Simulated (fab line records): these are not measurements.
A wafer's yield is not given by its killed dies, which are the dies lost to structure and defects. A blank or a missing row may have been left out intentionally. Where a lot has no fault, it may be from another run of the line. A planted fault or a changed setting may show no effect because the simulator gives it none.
One fault through the eyes of 2 desks    flow sky130    every desk sees just its own numbers, and what lay behind them comes last

THE METROLOGY DESK
What the gauges read, lot by lot, whatever tool the lot ran on: means of the sampled wafers that have a number. A lot is out of limits, marked OUT, if its mean lies more than 4 standard deviations from the usual mean; the brackets give that distance.
Columns: A = GATE_OXIDE_TW at SKY_GATE_OXIDE_TW_MEAS_14, usual 224.5; B = cd_nm at SKY_POLY_GATE_CD_MEAS_22, usual 150.2 nm; C = cd_nm at SKY_LDD_P_CD_MEAS_07, usual 379.7 nm
lot   first seen here  A      B      C
L341  day 13 23:13     222.8  149.6  380.4
L342  day 14 09:41     222.5  151.0  379.2
L345  day 15 18:31     225.9  150.7  380.7
L346  day 15 22:58     225.9  149.5  377.0
L349  day 17 00:37     224.9  149.5  423.6 (+19) OUT
L350  day 17 07:08     222.2  151.4  401.7 (+9.6) OUT
L352  day 18 00:57     224.2  152.8  424.6 (+20) OUT
L356  day 19 10:13     223.7  149.4  379.1
L358  day 20 09:10     225.1  150.3  377.2
L359  day 20 16:30     226.2  146.3  379.0
L360  day 20 21:21     224.8  151.9  379.6
L361  day 21 06:19     224.0  147.0  380.7
L362  day 21 11:38     224.7  152.9  375.0
Finding of this desk: L349, L350, L352 out of limits; the first was L349 at day 22 09:30, on cd_nm at SKY_LDD_P_CD_MEAS_07. L341, L342, L345, L346, L356, L358, L359, L360, L361, L362: within limits.

THE TOOL OWNER'S DESK: litho_track-02
The tool's own readings at SKY_LDD_P_DEVELOP_06 (develop time 60 s): means of the sampled wafers that have a number, for each lot that ran on this tool. A lot is out of limits, marked OUT, if its mean lies more than 4 standard deviations from the usual mean; the brackets give that distance.
Columns: A = developer_temp_C at SKY_LDD_P_DEVELOP_06, usual 23.00 C
lot   first seen here  A
L346  day 21 09:11     22.83
L349  day 22 09:22     22.99
L350  day 22 16:59     22.91
L352  day 23 11:49     23.03
L358  day 25 16:05     22.95
L359  day 25 21:56     23.15
Finding of this desk: none of the 6 lots has anything out of limits.

PUT TOGETHER
An alarm was possible from the metrology desk at day 22 09:30, on L349, L350, L352.
The tool owner's desk saw nothing out of limits.
Tool owner's desk: L349, L350, L352 on record, inside its limits.
All the named lots went through SKY_LDD_P_DEVELOP_06 on litho_track-02.

WHAT THE SIMULATOR PUT IN
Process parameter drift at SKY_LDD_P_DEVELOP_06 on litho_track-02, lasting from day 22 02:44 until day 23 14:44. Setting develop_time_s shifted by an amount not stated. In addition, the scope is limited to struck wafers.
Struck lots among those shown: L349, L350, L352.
Hours from the fault's start to each desk's first reading out of limits: the metrology desk, 7.
